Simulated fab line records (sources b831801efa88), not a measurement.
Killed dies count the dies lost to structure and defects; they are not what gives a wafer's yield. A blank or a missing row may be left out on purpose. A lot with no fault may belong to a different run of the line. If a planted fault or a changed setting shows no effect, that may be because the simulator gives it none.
The tool behind it: which one? -- flow gf180mcu -- 24 lots, 72 wafers sampled, at 5 steps of a route of 602

== WHAT EACH GAUGE READ, for each wafer ==
GF_PSD_CD_MEAS_07: the cd target is 400 nm.
lot,measured,on,cdNm (nm)
L074,day 13 23:17,cdSem-01,399.1 396.3 396.6
L075,day 14 13:49,cdSem-01,399.4 400.3 401.0
L076,day 14 20:23,cdSem-02,399.6 400.0 396.8
L077,day 15 01:32,cdSem-01,402.5 400.9 400.1
L078,day 15 07:17,cdSem-01,401.3 401.1 401.0
L079,day 16 01:46,cdSem-01,397.7 397.4 398.2
L080,day 16 03:59,cdSem-02,395.6 400.2 395.1
L081,day 16 12:20,cdSem-01,401.1 401.8 402.7
L082,day 16 22:41,cdSem-01,400.1 400.5 397.9
L083,day 17 08:09,cdSem-01,402.8 403.8 403.0
L084,day 17 18:37,cdSem-02,401.5 399.0 402.9
L085,day 18 03:50,cdSem-02,399.2 400.4 400.2
L086,day 18 07:53,cdSem-02,402.1 401.8 402.7
L087,day 19 01:32,cdSem-01,398.2 400.0 399.5
L088,day 19 11:10,cdSem-01,403.2 400.3 399.0
L089,day 19 17:09,cdSem-01,399.7 400.5 400.7
L090,day 20 01:37,cdSem-01,397.6 399.2 400.2
L091,day 20 09:31,cdSem-02,398.6 399.3 398.8
L092,day 20 22:35,cdSem-02,395.3 395.8 395.7
L093,day 21 03:29,cdSem-01,401.6 401.5 400.7
L094,day 21 14:32,cdSem-01,400.5 399.4 400.7
L095,day 21 19:08,cdSem-02,400.7 402.0 404.0
L096,day 21 21:12,cdSem-02,399.4 398.6 397.6
L097,day 22 06:05,cdSem-01,397.6 397.6 399.1

GF_M1_RS_MEAS_05: the measuring method here is four-point-probe.
lot,measured,on,M1_ALCU_RS (ohm/sq)
L074,day 15 22:14,filmMetro-02,0.0701 0.0707 0.0706
L075,day 16 12:55,filmMetro-01,0.0683 0.0701 0.0688
L076,day 16 20:20,filmMetro-01,0.0697 0.0689 0.0690
L077,day 17 01:51,filmMetro-02,0.0705 0.0702 0.0708
L078,day 17 07:11,filmMetro-01,0.0687 0.0699 0.0698
L079,day 18 03:19,filmMetro-01,0.0693 0.0692 0.0699
L080,day 18 05:14,filmMetro-04,0.0689 0.0674 0.0683
L081,day 18 13:55,filmMetro-04,0.0693 0.0693 0.0691
L082,day 19 01:07,filmMetro-02,0.0685 0.0681 0.0680
L083,day 19 11:29,filmMetro-04,0.0698 0.0693 0.0701
L084,day 19 22:46,filmMetro-01,0.0700 0.0700 0.0696
L085,day 20 07:48,filmMetro-04,0.0687 0.0690 0.0695
L086,day 20 12:24,filmMetro-01,0.0695 0.0697 0.0703
L087,day 21 05:25,filmMetro-02,0.0687 0.0691 0.0696
L088,day 21 15:28,filmMetro-04,0.0701 0.0694 0.0698
L089,day 21 20:31,filmMetro-01,0.0702 0.0700 0.0703
L090,day 22 04:56,filmMetro-02,0.0692 0.0702 0.0698
L091,day 22 12:59,filmMetro-04,0.0696 0.0697 0.0700
L092,day 23 01:51,filmMetro-02,0.0683 0.0682 0.0684
L093,day 23 05:46,filmMetro-04,0.0685 0.0689 0.0686
L094,day 23 16:10,filmMetro-01,0.0682 0.0696 0.0692
L095,day 23 21:08,filmMetro-02,0.0693 0.0700 0.0702
L096,day 23 22:14,filmMetro-01,0.0698 0.0690 0.0688
L097,day 24 07:10,filmMetro-02,0.0684 0.0678 0.0686

GF_V1_THK_MEAS_03.
lot,measured,on,V1_CVD_02_THK (nm)
L074,day 16 21:59,filmMetro-02,857 851 843
L075,day 17 12:20,filmMetro-01,841 823 839
L076,day 17 20:50,filmMetro-01,840 842 853
L077,day 18 02:05,filmMetro-03,835 837 826
L078,day 18 07:19,filmMetro-01,828 821 857
L079,day 19 04:44,filmMetro-03,839 824 826
L080,day 19 06:05,filmMetro-01,836 843 841
L081,day 19 14:59,filmMetro-02,829 843 844
L082,day 20 02:27,filmMetro-03,831 837 847
L083,day 20 13:08,filmMetro-01,836 851 857
L084,day 20 23:29,filmMetro-03,838 858 851
L085,day 21 09:02,filmMetro-03,845 851 860
L086,day 21 13:26,filmMetro-03,850 853 837
L087,day 22 06:08,filmMetro-01,843 850 833
L088,day 22 15:43,filmMetro-01,844 834 853
L089,day 22 20:49,filmMetro-03,843 840 850
L090,day 23 04:00,filmMetro-01,837 850 859
L091,day 23 12:40,filmMetro-03,849 865 863
L092,day 24 01:39,filmMetro-01,846 832 845
L093,day 24 05:16,filmMetro-03,858 840 855
L094,day 24 15:22,filmMetro-02,841 854 859
L095,day 24 20:07,filmMetro-03,846 850 837
L096,day 24 20:55,filmMetro-01,843 852 860
L097,day 25 05:57,filmMetro-02,837 859 852

== WHAT TOOL EACH LOT RAN ON (gives the tool, then ch and the chambers of the sampled wafers, and finally the start) ==
lot,GF_NSD_STRIP_11,GF_M1_STRIP_17
L074,"plasmaAsher-04 ch 0,1, day 13 02:50","plasmaAsher-03 ch 0,1, day 16 20:52"
L075,"plasmaAsher-04 ch 1, day 13 16:56","plasmaAsher-03 ch 0, day 17 11:33"
L076,"plasmaAsher-04 ch 1, day 13 23:50","plasmaAsher-04 ch 0,1, day 17 20:04"
L077,"plasmaAsher-02 ch 0,1, day 14 04:34","plasmaAsher-03 ch 0,1, day 18 01:16"
L078,"plasmaAsher-02 ch 0,1, day 14 10:21","plasmaAsher-04 ch 0,1, day 18 06:32"
L079,"plasmaAsher-04 ch 0,1, day 15 03:48","plasmaAsher-04 ch 0,1, day 19 04:01"
L080,"plasmaAsher-03 ch 0,1, day 15 06:18","plasmaAsher-02 ch 0,1, day 19 05:19"
L081,"plasmaAsher-02 ch 0,1, day 15 14:15","plasmaAsher-02 ch 0,1, day 19 14:15"
L082,"plasmaAsher-03 ch 0,1, day 15 23:54","plasmaAsher-03 ch 0, day 20 01:43"
L083,"plasmaAsher-02 ch 0,1, day 16 09:34","plasmaAsher-03 ch 0,1, day 20 12:22"
L084,"plasmaAsher-02 ch 1, day 16 19:29","plasmaAsher-04 ch 0,1, day 20 22:44"
L085,"plasmaAsher-03 ch 0,1, day 17 05:21","plasmaAsher-03 ch 0,1, day 21 08:18"
L086,"plasmaAsher-03 ch 0,1, day 17 08:25","plasmaAsher-03 ch 0,1, day 21 12:42"
L087,"plasmaAsher-04 ch 0,1, day 18 01:06","plasmaAsher-02 ch 0,1, day 22 05:24"
L088,"plasmaAsher-03 ch 0,1, day 18 11:24","plasmaAsher-02 ch 0,1, day 22 14:57"
L089,"plasmaAsher-03 ch 0,1, day 18 16:59","plasmaAsher-03 ch 0,1, day 22 20:04"
L090,"plasmaAsher-02 ch 0,1, day 19 01:29","plasmaAsher-04 ch 0,1, day 23 03:16"
L091,"plasmaAsher-03 ch 0,1, day 19 09:32","plasmaAsher-02 ch 0,1, day 23 11:56"
L092,"plasmaAsher-03 ch 0,1, day 19 22:38","plasmaAsher-04 ch 0,1, day 24 00:55"
L093,"plasmaAsher-03 ch 0,1, day 20 03:07","plasmaAsher-04 ch 0,1, day 24 04:30"
L094,"plasmaAsher-02 ch 1, day 20 14:16","plasmaAsher-02 ch 0,1, day 24 14:34"
L095,"plasmaAsher-03 ch 0,1, day 20 19:22","plasmaAsher-04 ch 0,1, day 24 19:21"
L096,"plasmaAsher-04 ch 0,1, day 20 21:35","plasmaAsher-02 ch 0,1, day 24 20:11"
L097,"plasmaAsher-04 ch 0,1, day 21 06:27","plasmaAsher-03 ch 1, day 25 05:13"
- GF_NSD_STRIP_11: strips in O2/N2.
- GF_M1_STRIP_17: strips in O2/N2.

== WHAT THE TOOLS THEMSELVES READ (means of the sampled wafers that have a number; where no wafer has one, the mark that the record gives instead) ==
GF_NSD_STRIP_11.
lot,tool,drypumpMotorCurrentA (A),heaterPowerW (W),oesProductAu (a.u.),stripTimeToEndpointS (s)
L074,plasmaAsher-04,5.8,336,0.487,22.91
L075,plasmaAsher-04,5.4,363,0.489,22.96
L076,plasmaAsher-04,5.4,359,0.487,22.94
L077,plasmaAsher-02,6.0,334,0.486,22.96
L078,plasmaAsher-02,6.1,346,0.485,23.00
L079,plasmaAsher-04,5.8,336,0.484,23.00
L080,plasmaAsher-03,5.9,336,0.488,22.98
L081,plasmaAsher-02,6.1,346,0.489,22.97
L082,plasmaAsher-03,5.9,332,0.488,22.94
L083,plasmaAsher-02,6.0,334,0.488,22.96
L084,plasmaAsher-02,5.9,319,0.486,22.97
L085,plasmaAsher-03,5.4,307,0.485,23.04
L086,plasmaAsher-03,5.9,335,0.486,23.04
L087,plasmaAsher-04,5.8,333,0.493,22.96
L088,plasmaAsher-03,5.5,305,0.491,22.97
L089,plasmaAsher-03,5.9,329,0.486,22.99
L090,plasmaAsher-02,6.1,343,0.490,22.94
L091,plasmaAsher-03,5.5,301,0.487,22.96
L092,plasmaAsher-03,5.5,304,0.488,22.98
L093,plasmaAsher-03,5.5,309,0.486,23.00
L094,plasmaAsher-02,5.9,315,0.488,23.03
L095,plasmaAsher-03,5.8,329,0.484,22.97
L096,plasmaAsher-04,5.8,333,0.489,23.01
L097,plasmaAsher-04,5.8,328,0.484,22.91

GF_M1_STRIP_17.
lot,tool,drypumpMotorCurrentA (A),heaterPowerW (W),oesProductAu (a.u.),stripTimeToEndpointS (s)
L074,plasmaAsher-03,5.8,329,0.555,7.93
L075,plasmaAsher-03,5.1,290,0.557,7.95
L076,plasmaAsher-04,5.8,338,0.562,8.04
L077,plasmaAsher-03,5.8,326,0.556,7.93
L078,plasmaAsher-04,5.8,337,0.557,7.92
L079,plasmaAsher-04,5.8,328,0.557,7.94
L080,plasmaAsher-02,6.1,340,0.558,7.98
L081,plasmaAsher-02,6.1,342,0.552,7.90
L082,plasmaAsher-03,5.2,286,0.555,7.88
L083,plasmaAsher-03,5.5,304,0.554,7.97
L084,plasmaAsher-04,5.8,333,0.554,7.89
L085,plasmaAsher-03,5.5,303,0.554,7.96
L086,plasmaAsher-03,5.5,303,0.557,7.92
L087,plasmaAsher-02,6.0,332,0.560,7.99
L088,plasmaAsher-02,6.1,349,0.557,7.96
L089,plasmaAsher-03,5.5,309,0.552,7.89
L090,plasmaAsher-04,6.3,316,0.561,7.94
L091,plasmaAsher-02,6.1,345,0.549,7.85
L092,plasmaAsher-04,6.3,311,0.556,7.88
L093,plasmaAsher-04,6.3,318,0.559,8.00
L094,plasmaAsher-02,6.0,325,0.555,7.92
L095,plasmaAsher-04,5.8,331,0.555,7.92
L096,plasmaAsher-02,6.0,330,0.559,8.00
L097,plasmaAsher-03,6.2,350,0.567,7.98

== THE ANSWER, worked out from the rows above alone ==
Rule: what is usual is taken from the lots themselves. The widest of any qualifying gaps counts: lots, ordered by their means at a reading, are off when they make up no more than a third of the lots, leave a main group of 4 or more, and stand apart from it by 3 or more times the standard deviation of that group's means. Not used: any main group whose means are identical at the precision the tables above print for the reading. Also off: a lot with no number at a reading for which 4 or more lots have one. Where the step has rows for the other lots, those lots are counted as sound. After the gauges, taken in route order, come the tools' own readings; for these a lot's mean is taken, as printed above. At the first step where some lot is off, the reading lying furthest off is the one used; lots without a number count as furthest.
Across all readings shown, no lot is off: no conclusion can be drawn from this.

== WHAT THE SIMULATOR HAD INSERTED ==
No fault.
